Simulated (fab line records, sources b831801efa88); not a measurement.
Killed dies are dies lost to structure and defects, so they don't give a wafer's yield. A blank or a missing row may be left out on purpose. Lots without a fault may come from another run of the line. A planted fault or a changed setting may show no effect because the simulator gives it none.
Chamber matching | flow gf180mcu | GF_V2_ETCH_17 on rie_diel-04: 4 sister chambers
The step etches SiO2 in C4F8/O2/Ar, stops on TiN, target depth 630 nm. 4 wafers are shown with their chamber, then 7 later ones without.

WAFERS WITH THEIR CHAMBER
wafer  | chamber | oes_product_au (a.u.)
L704.6 | 0       | 0.856
L708.6 | 1       | 0.853
L709.2 | 2       | 0.857
L709.4 | 3       | 0.853

WAFERS WITHOUT THEIR CHAMBER
wafer  | oes_product_au (a.u.)
L709.6 | 0.859
L711.2 | 0.849
L711.4 | 0.855
L711.6 | 0.850
L722.1 | 0.857
L722.2 | 0.856
L722.5 | 0.860

WHICH CHAMBER EACH WENT THROUGH
wafer  | from the rows above               | in truth
L709.6 | can't be placed: 2 or 0 or 1 or 3 | 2
L711.2 | can't be placed: 1 or 3 or 0 or 2 | 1
L711.4 | can't be placed: 0 or 1 or 2 or 3 | 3
L711.6 | can't be placed: 1 or 3 or 0 or 2 | 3
L722.1 | can't be placed: 2 or 0 or 1 or 3 | 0
L722.2 | can't be placed: 0 or 2 or 1 or 3 | 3
L722.5 | can't be placed: 2 or 0 or 1 or 3 | 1
Placed correctly: 0 of 7. Can't be placed from these rows: 7 (the true chamber is among the candidates in 7). Placed wrongly: 0.
How it was worked out, from the rows above alone: a wafer's distance from a chamber is the root of the sum, over the readings, of the square of ((its reading less the chamber's mean) divided by the reading's scatter). The wafer belongs to the nearest chamber; if the next one is less than 2 further off, it can't be placed. A chamber's mean is the mean of its shown wafers. The scatter: with one shown wafer a chamber, the root of the mean of the squares of how far each hidden wafer lies from its nearest shown one.
